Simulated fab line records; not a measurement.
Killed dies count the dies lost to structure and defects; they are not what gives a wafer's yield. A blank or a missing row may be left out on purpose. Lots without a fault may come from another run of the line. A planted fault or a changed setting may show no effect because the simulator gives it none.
Problem report in the 8D (eight disciplines) form, filled by code + flow gf180mcu + the parts of the form that need people (team, actions taken, sign-off) are left out

== 1. WHAT WENT WRONG ==
MIM_ALCU_RS at GF_MIM_RS_MEAS_10 reads a mean of 0.0891 ohm/sq on 2 wafers of 1 lot; wafers without a fault read 0.1591 ohm/sq with a standard deviation of 0.0017. Relative to the usual mean, that is a shift of -41 standard deviations.
The step: measures by four-point-probe.
First seen on wafer L933.4, day 29 13:52, on film-metro-01. At this step, 14 wafers from 5 lots have a number in the record. Rule for "out", or "out of limits": more than 4 standard deviations from the usual mean. Any other wafer with a number is counted as sound.

== 2. WHAT IT IS, AND WHAT IT ISN'T ==
| question                    | is                     | is not                                                                   |
|-----------------------------|------------------------|--------------------------------------------------------------------------|
| which readings at this step | MIM_ALCU_RS            | -                                                                        |
| which lots                  | L933                   | L922, L924, L940, L941                                                   |
| which wafers of those lots  | all that have a number | -                                                                        |
| read on which gauges        | film-metro-01          | film-metro-02, film-metro-04                                             |
| when                        | from day 29 13:52      | up to then (6 sound wafers); but 6 sound wafers of L940, L941 came after |

== 3. THE SUSPECTS, EACH WITH WHAT RULES IT OUT ==
Counting: a tool at any process step up to the reading remains a suspect when it ran all the lots that are out and ran no sound lot after the first of those.
- ruled out: the gauge at GF_MIM_RS_MEAS_10. All the wafers that are out were read on film-metro-01, but those of them that GF_MIM_METAL_ETCH_19 has rows for are out there too, on other tools.
- cvd-w-01 at GF_V4_CVD_23 (deposits W, target thk 350 nm, time 104.9 s): ruled out as a lasting fault. After its first lot that is out, L933 (day 29 12:50), sound lots L940 ran on it.
- pvd-sputter-01 at GF_MIM_SPUTTER_00 (material Ti, target thk 37.5 nm, time 150 s): ruled out as a lasting fault. After its first lot that is out, L933 (day 29 13:23), sound lots L940 ran on it.
- pvd-sputter-01 at GF_MIM_SPUTTER_01 (material TiN, target thk 30 nm, time 25 s): ruled out as a lasting fault. After its first lot that is out, L933 (day 29 13:29), sound lots L940 ran on it.
- pvd-sputter-01 at GF_MIM_SPUTTER_03 (material Ti, target thk 10 nm, time 6.7 s): ruled out as a lasting fault. After its first lot that is out, L933 (day 29 13:33), sound lots L940 ran on it.
- pvd-sputter-01 at GF_MIM_SPUTTER_04 (material TiN, target thk 50 nm, time 41.7 s): ruled out as a lasting fault. After its first lot that is out, L933 (day 29 13:34), sound lots L940 ran on it.
- pvd-sputter-02 at GF_MIM_SPUTTER_08 (material AlCu, target thk 200 nm, time 10.6 s): kept. It ran the lot that is out, L933 (day 29 13:45), and no sound lot after that; its last sound lot up to then is L924 (day 26 00:50).
Remaining after the count: pvd-sputter-02 at GF_MIM_SPUTTER_08.

== 4. THE CAUSE (what the simulator had put in) ==
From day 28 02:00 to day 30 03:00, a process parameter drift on pvd-sputter-02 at GF_MIM_SPUTTER_08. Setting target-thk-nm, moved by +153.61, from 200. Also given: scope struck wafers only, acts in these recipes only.
Counting left only this tool.

== 5. SEQUENCE OF EFFECTS, ordered by route ==
Rows list readings where the struck wafers' mean (over those with a number) sits beyond 3 standard deviations from the usual. Only readings for which the record gives a usual standard deviation are gone through. hours: the time from each lot's start at the first step in this table that gives one to its start at this step, as a median over the lots. sigmas: the change in usual standard deviations.
| hours | step                    | reading              | usual         | on struck wafers | change  | sigmas      |
|-------|-------------------------|----------------------|---------------|------------------|---------|-------------|
| 0     | GF_MIM_RS_MEAS_10       | MIM_ALCU_RS          | 0.1591 ohm/sq | 0.0891           | -0.0700 | -41         |
| 0     | GF_MIM_THK_MEAS_11      | MIM_ALCU_THK         | 199.4 nm      | 351.1            | +151.7  | +69         |
| 19    | GF_MIM_METAL_ETCH_19    | oes-product-au       | 0.945 a.u.    | 0.994            | +0.049  | +8.3        |
| 19    | GF_MIM_METAL_ETCH_19    | throttle-valve-pct   | 28.280 %      | 28.219           | -0.061  | -6.3        |
| 93    | GF_PASSIVATION_PROBE_99 | defect-limited-yield | 90.3 %        | 0.0              | -90.3   | -60         |
| 93    | GF_PASSIVATION_PROBE_99 | killed-at-other      | 0.1           | 444.0            | +443.9  | +99 or more |
| 93    | GF_PASSIVATION_PROBE_99 | killed-dies          | 48            | 492              | +444    | +59         |
| 93    | GF_PASSIVATION_PROBE_99 | killed-on-rim        | 9             | 96               | +87     | +29         |
| 93    | GF_PASSIVATION_PROBE_99 | sort_bin_3_pad_short | 0.5 %         | 90.7             | +90.2   | +99 or more |
| 93    | GF_PASSIVATION_PROBE_99 | sort-n-pass          | 444           | 0                | -444    | -59         |
| 93    | GF_PASSIVATION_PROBE_99 | sort-yield-pct       | 90.3 %        | 0.0              | -90.3   | -60         |
Here are the process steps it includes:
- GF_MIM_METAL_ETCH_19: etches the open film in Cl2/BCl3, stops on Si3N4, target depth 324.5 nm, time 54.1 s.
- GF_PASSIVATION_PROBE_99

== 6. HOW IT WOULD HAVE BEEN CAUGHT EARLIER ==
Counted from the fault's start at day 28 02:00, it took 36 hours until the first out-of-limits reading at a measuring or inspecting step in this record, taken at day 29 13:52.
Tool readings at GF_MIM_SPUTTER_08 with a usual standard deviation given in the record: none out on any struck wafer, hence no alarm at a limit of 4 standard deviations on them.
Each of the lots that are out, 1 in all, had begun GF_MIM_SPUTTER_08 on pvd-sputter-02 no later than day 29 13:52. None of them would have been spared by holding the tool at that moment.
